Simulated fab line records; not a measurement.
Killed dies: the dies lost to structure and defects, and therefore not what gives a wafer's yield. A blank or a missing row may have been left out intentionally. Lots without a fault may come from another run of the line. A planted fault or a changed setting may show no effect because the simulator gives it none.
fab line records    flow sky130
record lots=13  wafers=39  lastDay=51
route steps=708 shown FIELD_ISO@1 SONOS_ONO@168 POLY_GATE@232 POLY_CUT@315 PAD_OPEN@708
lots with no fault: from the same line, run without faults
startH: start of the lot's first displayed wafer, in hours after the record's first day    waitH: how many hours have passed since the lot's step before this one    " identical to the entry in the row above    L1.1+2: a row that stands for several wafers    - no value, or no start given    * or withheld: withheld    < > ~ a bound
route shown NAME@n: NAME is a module with steps in the file, n the number in the route of the first one    usual: average and standard deviation across the fault-free wafers    same: alike in all rows    chamber/n: place in a boat    sites: each site's reading    _std_site: the standard deviation of these    _edge_site: outer sites' mean less inner sites'    radiusMm: how far each site lies from the wafer's centre    mask NAME#n: copy n    behind: tool/chamber where the wafer was last shaped    hold: what put the lot on hold/how long, in hours/how the hold closed    device: names the non-switching transistor (n, p or np)    end of line: tests run on the same wafers once the route is complete    for a step that has no rows: nothing shown but its recipe    killed: the dies lost at the first sort to structure and to defects; this is not the yield of the wafer    map: per-die view of a wafer (x killed, . not killed, _ where there is no die)
set.NAME: setting as actually run; set.NAME@STEP: the setting as run at that earlier step    model.NAME: the simulator's own value behind a step, which no gauge read
the route's steps for a sample of lots (tables are steps, rows are wafers)
services: a tool's chamber out of use, with start hour (startH, from the record's first day; less than 0 if before it), hours out, and reason
## steps
# step SKY_FIELD_ISO_BOW_MEAS_00
# recipe mode=bow
# usual INCOMING_BOW=0/6.2
lot.wafer  tool          chamber  startH  waitH  INCOMING_BOW[um]
L878.1     filmMetro-02  -        10.00   -      1
L878.5     "             -        "       "      -1
L878.6     "             -        "       "      13
L879.2     filmMetro-02  -        15.02   -      -3
L879.3     "             -        "       "      3
L879.6     "             -        "       "      -7
L881.1     filmMetro-03  -        25.00   -      -1
L881.2     "             -        "       "      5
L881.4     "             -        "       "      -7
L882.1     filmMetro-02  -        30.00   -      -4
L882.2     "             -        "       "      -10
L882.4     "             -        "       "      7
L884.2     filmMetro-01  -        40.02   -      -1
L884.3     "             -        "       "      -4
L884.4     "             -        "       "      -11
L886.1     filmMetro-01  -        50.00   -      -7
L886.4     "             -        "       "      4
L886.5     "             -        "       "      -6
L891.1     filmMetro-03  -        75.00   -      -2
L891.3     "             -        "       "      -4
L891.4     "             -        "       "      -1
L892.3     filmMetro-01  -        80.04   -      -3
L892.4     "             -        "       "      -11
L892.6     "             -        "       "      -7
L895.1     filmMetro-02  -        95.00   -      -2
L895.2     "             -        "       "      -9
L895.4     "             -        "       "      3
L896.1     filmMetro-02  -        100.00  -      -4
L896.3     "             -        "       "      0
L896.4     "             -        "       "      -4
L897.2     filmMetro-02  -        105.02  -      3
L897.5     "             -        "       "      2
L897.6     "             -        "       "      -3
L898.1     filmMetro-01  -        110.00  -      -3
L898.3     "             -        "       "      -2
L898.6     "             -        "       "      6
L899.1     filmMetro-02  -        115.00  -      1
L899.4     "             -        "       "      1
L899.5     "             -        "       "      4
# step SKY_SONOS_ONO_OXIDATION_00
# recipe tempC=800  ambient=O2  idleTempC=700  rampUpCPerMin=10  rampDownCPerMin=3  stabiliseS=600  purgeS=300  targetThkA=26  oxTimeS=1249
# usual spikeTcCentreC=799.4/1.9  zonePowerUpperPct=14.4/1
lot.wafer  tool        chamber  startH  waitH  spikeTcCentreC  zonePowerUpperPct
L878.1     furnace-02  0        246.39  0.3    800.4           13.6
L878.5     "           0        "       "      803.8           13.5
L878.6     "           0        "       "      800.2           13.5
L879.2     furnace-02  0        258.60  0.0    800.6           13.6
L879.3     "           0        "       "      800.6           13.6
L879.6     "           0        "       "      803.2           13.8
L884.2     furnace-02  0        296.45  2.1    801.8           13.5
L884.3     "           0        "       "      802.6           13.4
L884.4     "           0        "       "      802.3           13.4
L886.1     furnace-01  0        310.02  0.0    798.4           15.3
L886.4     "           0        "       "      798.9           15.3
L886.5     "           0        "       "      797.9           15.8
L881.1     furnace-02  0        331.63  60.8   800.5           13.4
L881.2     "           0        "       "      800.6           13.5
L881.4     "           0        "       "      802.3           13.3
L882.1     furnace-01  0        341.78  62.6   797.6           15.7
L882.2     "           0        "       "      798.5           15.5
L882.4     "           0        "       "      798.5           15.6
L891.1     furnace-01  0        353.81  6.0    797.0           15.3
L891.3     "           0        "       "      798.2           15.5
L891.4     "           0        "       "      795.4           15.4
L892.3     furnace-02  0        362.45  3.0    802.1           13.6
L892.4     "           0        "       "      801.0           13.5
L892.6     "           0        "       "      801.6           13.4
L895.1     furnace-02  0        382.03  0.0    801.0           13.5
L895.2     "           0        "       "      800.4           13.4
L895.4     "           0        "       "      800.5           13.4
L896.1     furnace-02  0        388.25  0.0    802.6           13.6
L896.3     "           0        "       "      801.3           13.4
L896.4     "           0        "       "      799.4           13.7
L897.2     furnace-02  0        393.20  0.0    800.5           13.5
L897.5     "           0        "       "      802.0           13.6
L897.6     "           0        "       "      799.5           13.5
L898.1     furnace-02  0        396.85  0.0    799.7           13.5
L898.3     "           0        "       "      800.9           13.6
L898.6     "           0        "       "      800.1           13.3
L899.1     furnace-02  0        403.17  0.0    801.2           13.7
L899.4     "           0        "       "      800.7           13.6
L899.5     "           0        "       "      802.5           13.4
# step SKY_POLY_GATE_STRIP_18
# recipe chemistry=O2/N2  powerW=1400  pressureMtorr=1500  platenTempC=withheld  o2FlowSccm=3000  n2FlowSccm=300  overashFraction=0.5
# usual drypumpMotorCurrentA=5.6/0.49  oesProductAu=0.360/0.0053  stripTimeToEndpointS=3.18/0.054
lot.wafer  tool            chamber  startH  waitH  drypumpMotorCurrentA  oesProductAu  rfHoursCounterH  stripTimeToEndpointS
L878.1     plasmaAsher-01  0        370.90  0.0    5.3                   0.364         25               3.20
L878.5     "               1        "       "      5.6                   0.360         -                3.20
L878.6     "               0        "       "      5.3                   0.357         -                3.19
L879.2     plasmaAsher-03  1        371.55  0.0    5.0                   0.357         67               3.14
L879.3     "               0        "       "      5.8                   0.369         -                3.24
L879.6     "               0        "       "      5.8                   0.373         -                3.21
L881.1     plasmaAsher-03  1        476.43  0.0    4.9                   0.359         71               3.16
L881.2     "               0        "       "      5.8                   0.357         71               3.11
L881.4     "               0        "       "      5.8                   0.355         -                3.21
L884.2     plasmaAsher-04  1        507.05  0.0    6.5                   0.362         80               3.24
L884.3     "               1        "       "      6.4                   0.363         -                3.22
L884.4     "               0        "       "      5.2                   0.359         -                3.11
L886.1     plasmaAsher-04  0        508.33  0.0    5.2                   0.352         80               3.07
L886.4     "               1        "       "      6.5                   0.354         -                3.22
L886.5     "               0        "       "      5.3                   0.363         -                3.12
L892.3     plasmaAsher-03  1        512.62  0.1    5.0                   0.367         -                3.11
L892.4     "               0        "       "      5.8                   0.364         -                3.14
L892.6     "               0        "       "      5.8                   0.365         -                3.11
L891.1     plasmaAsher-03  0        514.90  0.0    5.8                   0.351         8                3.14
L891.3     "               1        "       "      4.9                   0.359         -                3.23
L891.4     "               0        "       "      5.8                   0.361         -                3.17
L895.1     plasmaAsher-03  0        520.10  0.0    5.8                   0.360         9                3.19
L895.2     "               1        "       "      4.9                   0.362         9                3.23
L895.4     "               1        "       "      4.9                   0.370         -                3.14
L896.1     plasmaAsher-04  1        525.85  0.0    6.4                   0.358         82               3.18
L896.3     "               0        "       "      5.2                   0.361         -                3.11
L896.4     "               1        "       "      6.4                   0.362         -                3.17
L897.2     plasmaAsher-01  0        528.70  0.0    5.3                   0.361         41               3.21
L897.5     "               1        "       "      5.6                   0.365         -                3.15
L897.6     "               0        "       "      5.3                   0.354         -                3.14
L898.1     plasmaAsher-01  1        532.45  0.0    5.6                   0.360         41               3.15
L898.3     "               1        "       "      5.6                   0.362         -                3.15
L898.6     "               1        "       "      5.6                   0.354         -                3.16
L899.1     plasmaAsher-04  0        539.95  0.0    5.2                   0.359         83               3.17
L899.4     "               1        "       "      6.5                   0.354         -                3.10
L899.5     "               1        "       "      6.5                   0.356         -                3.12
L882.1     plasmaAsher-03  0        566.70  0.0    5.8                   0.349         7                3.10
L882.2     "               1        "       "      5.0                   0.358         7                3.08
L882.4     "               1        "       "      4.9                   0.364         -                3.23
# step SKY_POLY_CUT_CD_MEAS_08
# recipe targetCdNm=270
# usual cdNm=269.8/1.2
lot.wafer  tool      chamber  startH  waitH  cdNm
L879.2     cdSem-01  -        553.43  -      269.4
L879.3     "         -        "       "      270.0
L879.6     "         -        "       "      270.3
L878.1     cdSem-02  -        553.76  -      271.8
L878.5     "         -        "       "      271.8
L878.6     "         -        "       "      271.1
L881.1     cdSem-02  -        658.71  -      270.9
L881.2     "         -        "       "      271.2
L881.4     "         -        "       "      271.8
L884.2     cdSem-02  -        687.57  -      269.2
L884.3     "         -        "       "      268.9
L884.4     "         -        "       "      268.1
L886.1     cdSem-02  -        690.10  -      271.1
L886.4     "         -        "       "      270.9
L886.5     "         -        "       "      270.5
L892.3     cdSem-02  -        697.04  -      269.3
L892.4     "         -        "       "      268.0
L892.6     "         -        "       "      269.4
L891.1     cdSem-02  -        697.91  -      270.5
L891.3     "         -        "       "      271.0
L891.4     "         -        "       "      268.2
L895.1     cdSem-02  -        699.90  -      270.2
L895.2     "         -        "       "      270.1
L895.4     "         -        "       "      268.8
L896.1     cdSem-01  -        702.66  -      271.0
L896.3     "         -        "       "      271.7
L896.4     "         -        "       "      271.4
L897.2     cdSem-01  -        711.02  -      270.3
L897.5     "         -        "       "      268.5
L897.6     "         -        "       "      268.7
L898.1     cdSem-02  -        713.80  -      271.1
L898.3     "         -        "       "      269.8
L898.6     "         -        "       "      270.2
L899.1     cdSem-01  -        717.30  -      269.0
L899.4     "         -        "       "      269.1
L899.5     "         -        "       "      268.2
L882.1     cdSem-02  -        743.70  -      268.7
L882.2     "         -        "       "      269.2
L882.4     "         -        "       "      266.5
# step SKY_PAD_OPEN_PROBE_99
# usual killed_at_M0_to_M3=42/7.3  killed_at_M4_up=3.4/2  killedAtContacts=24/5.8  killedAtFrontEnd=15/4.6  killedAtOther=0.3/0.62  killedDies=84/9.8  killedOpen=47/6.9  killedShort=38/6.3
# same grossDies=492  killedAtBackSide=0
lot.wafer  tool       chamber  startH   waitH  killed_at_M0_to_M3  killed_at_M4_up  killedAtContacts  killedAtFrontEnd  killedAtOther  killedDies  killedOpen  killedShort
L881.1     prober-01  -        1162.26  0.1    56                  3                29                17                0              105         59          46
L881.2     prober-01  -        1162.31  0.1    46                  7                25                9                 0              87          53          34
L881.4     prober-01  -        1162.41  0.2    34                  1                23                15                0              73          35          38
L886.1     prober-02  -        1169.70  0.1    49                  4                29                14                1              97          50          47
L886.4     prober-02  -        1169.85  0.2    45                  6                29                18                2              100         50          50
L886.5     prober-02  -        1169.90  0.2    49                  4                22                11                0              86          48          38
L882.1     prober-02  -        1225.20  0.1    45                  4                24                14                0              87          52          35
L882.2     prober-02  -        1225.25  0.1    44                  3                12                21                0              80          46          34
L882.4     prober-02  -        1225.35  0.2    40                  0                19                14                0              73          42          31
# killed by level:class
L881.1 CONTACT:geometricParticle:open=15 METAL1:geometricParticle:short=11 VIA1:geometricParticle:open=11 VIA2:geometricParticle:open=9 LI_CONTACT:geometricParticle:open=7 FIELD_ISO:geometricParticle:short=6 METAL2:geometricParticle:short=6 VIA3:geometricParticle:open=5
L881.2 VIA1:geometricParticle:open=13 CONTACT:geometricParticle:open=12 VIA3:geometricParticle:open=8 LI_CONTACT:geometricParticle:open=7 METAL4:geometricParticle:short=6 METAL1:geometricParticle:short=5 METAL3:geometricParticle:short=5 VIA2:geometricParticle:open=4
L881.4 CONTACT:geometricParticle:open=10 METAL1:geometricParticle:short=9 FIELD_ISO:geometricParticle:short=6 VIA1:geometricParticle:open=6 LI_CONTACT:geometricParticle:open=5 POLY_GATE:geometricParticle:short=4 VIA3:geometricParticle:open=4 LOCAL_INTERCONNECT:geometricParticle:short=3
L886.1 VIA1:geometricParticle:open=11 CONTACT:geometricParticle:open=9 CONTACT:geometricParticle:short=7 VIA2:geometricParticle:open=7 VIA3:geometricParticle:open=6 METAL3:geometricParticle:short=6 LI_CONTACT:geometricParticle:short=4 LI_CONTACT:geometricParticle:open=4
L886.4 LOCAL_INTERCONNECT:geometricParticle:short=9 VIA2:geometricParticle:open=8 CONTACT:geometricParticle:open=8 METAL1:geometricParticle:short=8 POLY_GATE:geometricParticle:open=7 VIA1:geometricParticle:open=7 METAL2:geometricParticle:short=6 LI_CONTACT:geometricParticle:open=5
L886.5 VIA2:geometricParticle:open=10 VIA1:geometricParticle:open=10 METAL2:geometricParticle:short=8 LOCAL_INTERCONNECT:geometricParticle:short=6 LI_CONTACT:geometricParticle:open=6 FIELD_ISO:geometricParticle:open=4 METAL1:geometricParticle:short=4 VIA1:geometricParticle:short=4
L882.1 VIA1:geometricParticle:open=10 CONTACT:geometricParticle:open=8 METAL1:geometricParticle:short=8 VIA3:geometricParticle:open=7 LI_CONTACT:geometricParticle:open=6 VIA2:geometricParticle:open=6 FIELD_ISO:geometricParticle:open=5 VIA1:geometricParticle:short=5
L882.2 VIA1:geometricParticle:open=14 FIELD_ISO:geometricParticle:short=7 METAL3:geometricParticle:short=7 CONTACT:geometricParticle:open=6 VIA2:geometricParticle:open=6 VIA3:geometricParticle:open=5 POLY_GATE:geometricParticle:open=4 FIELD_ISO:geometricParticle:open=3
L882.4 CONTACT:geometricParticle:open=10 VIA3:geometricParticle:open=9 VIA3:geometricParticle:short=8 VIA1:geometricParticle:open=8 POLY_GATE:geometricParticle:open=5 VIA2:geometricParticle:open=5 METAL1:geometricParticle:short=4 CONTACT:geometricParticle:short=4
## services
tool            chamber  startH  hours  kind
plasmaAsher-03  -        272.52  4.3    pm
furnace-02      -        277.66  10.2   repair
furnace-02      -        344.46  12.6   repair
furnace-01      -        357.73  3.4    pm
plasmaAsher-03  -        361.22  1.5    repair
furnace-02      -        373.30  3.3    pm
plasmaAsher-04  -        381.83  20.0   repair
plasmaAsher-04  -        382.02  2.9    repair
plasmaAsher-03  -        421.25  9.0    pm
plasmaAsher-03  0        421.25  9.0    ventCycle
plasmaAsher-03  1        421.25  9.0    ventCycle
plasmaAsher-03  0        430.25  -      clean
plasmaAsher-03  1        430.25  -      clean
furnace-01      -        432.31  3.3    pm
furnace-01      -        442.93  1.1    repair
plasmaAsher-01  -        476.17  0.9    repair
plasmaAsher-04  -        487.82  4.0    pm
furnace-01      -        512.35  3.3    pm
furnace-01      -        515.66  19.1   pm
plasmaAsher-04  -        529.23  0.4    repair
furnace-02      -        540.59  3.8    pm
plasmaAsher-04  -        557.51  2.8    pm
## key
firstSign step=SKY_SONOS_ONO_OXIDATION_00  reading=waitH  direction=changed
effect none on later readings
metAt SKY_SONOS_ONO_OXIDATION_00
struckLots L881,L882
struckWafers L881.1,L881.2,L881.4,L882.1,L882.2,L882.4
testerLeftOut L881,L882
notActingAt SKY_FIELD_ISO_BOW_MEAS_00,SKY_POLY_GATE_STRIP_18,SKY_POLY_CUT_CD_MEAS_08
fault kind=queueTimeViolation  tool=furnace-01,furnace-02  chamber=0  onsetH=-  steps=SKY_SONOS_ONO_OXIDATION_00  delayHr=60  scope=struckLotsOnly
# testerLeftOut: of these lots the tester's yield and bins aren't shown, on N5 and GAA mostly nor the transistor test; their killed dies are dies lost to structure and defects alone, not to doping, threshold or leakage, so they don't give the yield
